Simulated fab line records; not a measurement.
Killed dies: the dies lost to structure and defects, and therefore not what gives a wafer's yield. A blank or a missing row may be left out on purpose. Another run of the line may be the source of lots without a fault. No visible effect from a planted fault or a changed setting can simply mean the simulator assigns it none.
The tool behind it: which one? + flow gf180mcu + Sampling: 13 lots, 39 wafers, 5 of 602 route steps

== WHAT THE GAUGES READ, wafer by wafer ==
GF_V4_CD_MEAS_14: the cd target is 260 nm.
| lot  | measured     | on       | cdNm (nm)         |
|------|--------------|----------|-------------------|
| L930 | day 24 08:20 | cdSem-01 | 260.4 261.8 260.4 |
| L939 | day 27 14:07 | cdSem-01 | 259.4 259.0 262.0 |
| L940 | day 28 03:21 | cdSem-02 | 259.9 258.9 258.0 |
| L941 | day 28 05:26 | cdSem-01 | 259.5 260.0 259.8 |
| L942 | day 28 15:01 | cdSem-02 | 260.4 260.6 261.4 |
| L943 | day 28 20:07 | cdSem-01 | 261.7 260.2 261.4 |
| L945 | day 29 09:46 | cdSem-02 | 259.0 257.8 259.9 |
| L947 | day 30 05:24 | cdSem-01 | 258.1 258.5 258.5 |
| L948 | day 30 15:44 | cdSem-01 | 259.8 260.0 258.4 |
| L949 | day 30 20:07 | cdSem-01 | 259.0 260.0 258.4 |
| L950 | day 30 20:28 | cdSem-01 | 261.6 260.6 261.7 |
| L951 | day 31 05:33 | cdSem-02 | 260.3 260.9 259.7 |
| L952 | day 31 08:25 | cdSem-02 | 262.1 263.5 263.5 |

GF_V4_THK_MEAS_25: measures by xrf.
| lot  | measured     | on           | V4_W_THK (nm) |
|------|--------------|--------------|---------------|
| L930 | day 24 09:49 | filmMetro-01 | 354 354 349   |
| L939 | day 27 15:40 | filmMetro-01 | 351 352 350   |
| L940 | day 28 04:31 | filmMetro-01 | 348 355 345   |
| L941 | day 28 06:37 | filmMetro-01 | 350 347 349   |
| L942 | day 28 16:36 | filmMetro-04 | 344 344 343   |
| L943 | day 28 21:17 | filmMetro-03 | 340 344 344   |
| L945 | day 29 11:26 | filmMetro-03 | 337 339 338   |
| L947 | day 30 06:32 | filmMetro-01 | 357 356 360   |
| L948 | day 30 16:52 | filmMetro-01 | 359 359 366   |
| L949 | day 30 21:14 | filmMetro-01 | 350 358 353   |
| L950 | day 31 02:04 | filmMetro-03 | 345 346 339   |
| L951 | day 31 06:41 | filmMetro-04 | 344 344 335   |
| L952 | day 31 09:34 | filmMetro-03 | 337 341 339   |

GF_M5_OVL_MEAS_08.
| lot  | measured     | on         | M5_OVL (nm) |
|------|--------------|------------|-------------|
| L930 | day 26 05:36 | overlay-01 | -1 4 -9     |
| L939 | day 29 07:57 | overlay-02 | -4 1 -2     |
| L940 | day 29 20:04 | overlay-01 | 0 2 6       |
| L941 | day 29 22:23 | overlay-02 | -5 -7 -12   |
| L942 | day 30 07:00 | overlay-01 | 4 2 0       |
| L943 | day 30 12:09 | overlay-02 | 0 6 2       |
| L945 | day 31 00:43 | overlay-02 | -3 -2 2     |
| L947 | day 31 18:37 | overlay-01 | 2 5 2       |
| L948 | day 32 05:06 | overlay-01 | -8 -4 1     |
| L949 | day 32 09:21 | overlay-02 | 10 12 -2    |
| L950 | day 32 13:34 | overlay-02 | 3 2 -4      |
| L951 | day 32 18:10 | overlay-01 | 3 -6 0      |
| L952 | day 32 19:29 | overlay-01 | 0 -2 -5     |

GF_PASSIVATION_THK_MEAS_01.
| lot  | measured     | on           | PASSIVATION_CVD_00_THK (nm) |
|------|--------------|--------------|-----------------------------|
| L930 | day 28 02:46 | filmMetro-03 | 967 1001 981                |
| L939 | day 31 01:06 | filmMetro-04 | 1009 1034 1069              |
| L940 | day 31 12:33 | filmMetro-04 | 1006 1004 1036              |
| L941 | day 31 14:53 | filmMetro-03 | 1048 1014 1068              |
| L942 | day 31 22:19 | filmMetro-04 | 1007 1002 1019              |
| L943 | day 32 03:32 | filmMetro-03 | 996 996 1004                |
| L945 | day 32 15:05 | filmMetro-03 | 1012 989 1006               |
| L947 | day 33 08:51 | filmMetro-01 | 988 1005 1009               |
| L948 | day 33 17:10 | filmMetro-01 | 998 1007 1009               |
| L949 | day 33 20:56 | filmMetro-01 | 975 1001 1001               |
| L950 | day 34 02:08 | filmMetro-04 | 981 1014 989                |
| L951 | day 34 05:18 | filmMetro-03 | 1010 1021 1003              |
| L952 | day 34 07:13 | filmMetro-03 | 987 980 1006                |

== EACH LOT AND THE TOOL THAT RAN IT (in order: tool; ch and the chambers of the sampled wafers; start) ==
| lot  | GF_PASSIVATION_CVD_00           |
|------|---------------------------------|
| L930 | pecvd-03 ch 1,2, day 28 02:41   |
| L939 | pecvd-02 ch 0,1,2, day 31 01:00 |
| L940 | pecvd-03 ch 0,1, day 31 12:27   |
| L941 | pecvd-02 ch 0,1, day 31 14:48   |
| L942 | pecvd-01 ch 1,2, day 31 22:14   |
| L943 | pecvd-03 ch 0,1,2, day 32 03:27 |
| L945 | pecvd-01 ch 0,1,2, day 32 15:01 |
| L947 | pecvd-03 ch 0,1,2, day 33 08:45 |
| L948 | pecvd-01 ch 0,1,2, day 33 17:05 |
| L949 | pecvd-03 ch 0,1,2, day 33 20:50 |
| L950 | pecvd-03 ch 0,1,2, day 34 02:02 |
| L951 | pecvd-03 ch 0,1, day 34 05:13   |
| L952 | pecvd-03 ch 1,2, day 34 07:08   |
- GF_PASSIVATION_CVD_00: deposits SiO2 from TEOS, target thk 1000 nm, time 111.95 s.

== AS READ BY THE TOOLS THEMSELVES (means over the sampled wafers that have a number; for cases with no such wafer, the mark the record gives instead) ==
GF_PASSIVATION_CVD_00.
| lot  | tool     | heaterPowerW (W) | runLengthS (s) |
|------|----------|------------------|----------------|
| L930 | pecvd-03 | 714              | 139.5          |
| L939 | pecvd-02 | 784              | 142.2          |
| L940 | pecvd-03 | 670              | 139.6          |
| L941 | pecvd-02 | 812              | 144.1          |
| L942 | pecvd-01 | 690              | 140.5          |
| L943 | pecvd-03 | 631              | 139.6          |
| L945 | pecvd-01 | 650              | 140.4          |
| L947 | pecvd-03 | 610              | 139.7          |
| L948 | pecvd-01 | 690              | 140.5          |
| L949 | pecvd-03 | 664              | 139.5          |
| L950 | pecvd-03 | 631              | 139.6          |
| L951 | pecvd-03 | 672              | 139.6          |
| L952 | pecvd-03 | 657              | 139.8          |

== THE ANSWER, worked out from the rows above alone ==
Rule: the usual values come from the lots themselves. Put in order of their means at a reading, lots are off if they are a third of the lots or fewer, leave a main group of 4 or more, and stand apart from it by a gap of 3 or more times the standard deviation of the main group's means; of several such gaps the widest counts. A main group whose means are all the same, to the digits that the tables above print for the reading, isn't used. Also off: a lot with no number at a reading for which 4 or more lots have one. The other lots that the step has rows for count as sound. Order of review: gauges by route order, followed by the tools' own readings, for which a lot's mean as printed above is used. At the first step where some lot is off, the reading lying furthest off is the one used; lots without a number count as furthest.
Off at GF_PASSIVATION_CVD_00 (runLengthS): L939, L941. Mean 139.8 s and standard deviation 0.39 in the main group.
A tool fits if, at that step or a process step before it, it ran every lot that is off, and no sound lot after the first of them. One candidate fits, namely pecvd-02 at GF_PASSIVATION_CVD_00. It ran no sound lot before its first lot that is off in this sample, so the start can't be narrowed down.
On the lots that are off, the tool's own readings at GF_PASSIVATION_CVD_00 differ by more than 5 times the standard deviation of the sound lots' means, which bears it out; runLengthS reads 143.1 s there versus 139.8 s on the sound lots.

== WHAT THE SIMULATOR HAD INSERTED ==
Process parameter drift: pecvd-02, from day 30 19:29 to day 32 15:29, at GF_PASSIVATION_CVD_00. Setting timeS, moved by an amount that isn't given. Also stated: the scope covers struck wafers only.
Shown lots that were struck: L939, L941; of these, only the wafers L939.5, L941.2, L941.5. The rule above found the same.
